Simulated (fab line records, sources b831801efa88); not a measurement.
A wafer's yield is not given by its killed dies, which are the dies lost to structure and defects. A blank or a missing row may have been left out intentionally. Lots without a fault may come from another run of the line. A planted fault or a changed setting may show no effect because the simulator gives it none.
A lot that was struck, set against a sound lot || flow sky130 || 18 steps out of a route of 708
Sound: these wafers, L739.2, L739.3, L739.4. Struck: wafers L748.2, L748.3, L748.6. The cause is given at the end.
At each step with rows: each side's tool, then ch and its chambers, then its first start. Under that, the readings that differ: sound wafers || struck wafers || difference of the means || sigmas: that difference in standard deviations of wafers without a fault.
alike: words and numbers the same on both sides, and readings whose means are apart by under 2 such deviations; not compared: readings that were withheld, readings missing a value for some wafer, numbers with overlapping values and no deviation given by the record, and bounds like >300 which may hide the same value.
Wherever a step has rows on one side only, a row that says differs or no value, or a row with sigmas, the two part there. Numbers that have no deviation but don't overlap get no sigmas and don't part them. A reading missing from all wafers of one side parts the sides only when that side holds two or more wafers.

first, 1 step without rows for these wafers: SKY_PWDE_IMPLANT_08.
SKY_PWDE_STRIP_09: strips in O2/N2.
  sound on plasma-asher-01 ch 0,1, day 4 05:17; struck on plasma-asher-04 ch 0, day 6 06:53
  alike: chamber-pressure-mTorr, drypump-motor-current-A, n2-flow-sccm, oes-product-au, strip-time-to-endpoint-s
  not compared: rf-hours-counter-h
SKY_PWDE_TW_MEAS_10:
  sound on film-metro-04, day 4 05:23; struck on film-metro-01, day 6 06:59
  alike: PWDE_TW
then, 7 steps without rows for these wafers: SKY_NWELL_DEHYDRATE_03 (time 60 s); SKY_NWELL_HMDS_04 (prime time 60 s); SKY_NWELL_COAT_05 (resist thk 3000 nm); SKY_NWELL_SOFTBAKE_06; SKY_NWELL_EXPOSE_07 (exposes mask NWM, target cd 840 nm); SKY_NWELL_PEB_08; SKY_NWELL_DEVELOP_09 (develop time 60 s).
SKY_NWELL_OVL_MEAS_10:
  sound on overlay-02, day 4 21:54; struck on overlay-02, day 7 02:01
  alike: NWELL_00_OVL
after that, 1 step had no rows for these wafers: SKY_NWELL_IMPLANT_11.
SKY_NWELL_IMPLANT_12:
  sound on implanter-03 ch 0, day 4 22:06; struck on implanter-03 ch 0, day 7 02:13
{"reading": "beam-energy-keV", "sound": "120.04 119.99 120.06", "struck": "119.98 119.96 119.93", "difference": -0.07, "sigmas": -2}
{"reading": "implant-ion-amu", "sound": "31 31 31", "struck": "75 75 75", "difference": "+44", "sigmas": ""}
{"reading": "model.implant.rp-nm (nm)", "sound": "149.3 149.3 149.3", "struck": "65.97 65.97 65.97", "difference": -83.33, "sigmas": ""}
after that, 1 step had no rows for these wafers: SKY_NWELL_IMPLANT_13.
SKY_NWELL_STRIP_14: strips in O2/N2.
  sound on plasma-asher-03 ch 0,1, day 4 22:23; struck on plasma-asher-02 ch 0,1, day 7 02:30
{"reading": "strip-time-to-endpoint-s (s)", "sound": "36.78 36.82 36.80", "struck": "36.99 37.01 37.15", "difference": "+0.25", "sigmas": "+3"}
  alike: chamber-pressure-mTorr, drypump-motor-current-A, n2-flow-sccm, oes-product-au
  not compared: rf-hours-counter-h
SKY_NWELL_TW_MEAS_15:
  sound on film-metro-04, day 4 22:29; struck on film-metro-01, day 7 02:37
{"reading": "NWELL_TW", "sound": "1804 1806 1805", "struck": "1850 1854 1852", "difference": "+47", "sigmas": "+3"}
then, 1 step without rows for these wafers: SKY_NWELL_DEHYDRATE_16 (time 60 s).
-- the record jumps here: 41 days lie between the struck wafers' starts before and after (it left off in module NWELL and takes up again in module PAD_OPEN, whose first step shown is number 708 of the route) --
SKY_PAD_OPEN_PROBE_99:
  sound on prober-01, day 46 02:08; struck on prober-02, day 48 09:26
{"reading": "model.etest.nfet_16v.r-on-ohm-um", "sound": "1.386e+04 1.394e+04 1.372e+04", "struck": "1.326e+04 1.331e+04 1.333e+04", "difference": -5.400e+02, "sigmas": ""}
{"reading": "model.etest.tip-p.rs-ohm-sq", "sound": "6907 6888 6875", "struck": "7548 7590 7544", "difference": "+671", "sigmas": ""}
{"reading": "model.etest.pfet_16v.r-on-ohm-um", "sound": "1.511e+04 1.49e+04 1.454e+04", "struck": "1.564e+04 1.621e+04 1.618e+04", "difference": "+1.160e+03", "sigmas": ""}
{"reading": "model.etest.pfet-g5v0d10v5.r-on-ohm-um", "sound": "4694 4708 4664", "struck": "5342 5347 5287", "difference": "+637", "sigmas": ""}
{"reading": "model.etest.pfet_01v8.r-on-ohm-um", "sound": "2927 3000 2908", "struck": "3216 3194 3129", "difference": "+235", "sigmas": ""}
{"reading": "model.etest.tip_p_5v.rs-ohm-sq", "sound": "2846 2837 2840", "struck": "2959 2958 2944", "difference": "+113", "sigmas": ""}
{"reading": "model.etest.pfet-g5v0d10v5.drive-ua-um", "sound": "348.1 347.6 350.6", "struck": "300.8 301.8 305.4", "difference": -46.1, "sigmas": ""}
{"reading": "model.etest.pfet_01v8_lvt.drive-ua-um", "sound": "175.6 174.2 174.8", "struck": "137.9 136.7 138.7", "difference": -37.1, "sigmas": ""}
  alike: killed_at_M0_to_M3, killed_at_M4_up, killed-at-contacts, killed-at-front-end, killed-at-other, killed-dies, killed-open, killed-short

== WHERE THEY PART ==
First at SKY_NWELL_IMPLANT_12; last, within this record, at SKY_NWELL_TW_MEAS_15. Later steps at which nothing parts them and some readings are alike: SKY_PAD_OPEN_PROBE_99.

WHY: the cause the simulator had injected
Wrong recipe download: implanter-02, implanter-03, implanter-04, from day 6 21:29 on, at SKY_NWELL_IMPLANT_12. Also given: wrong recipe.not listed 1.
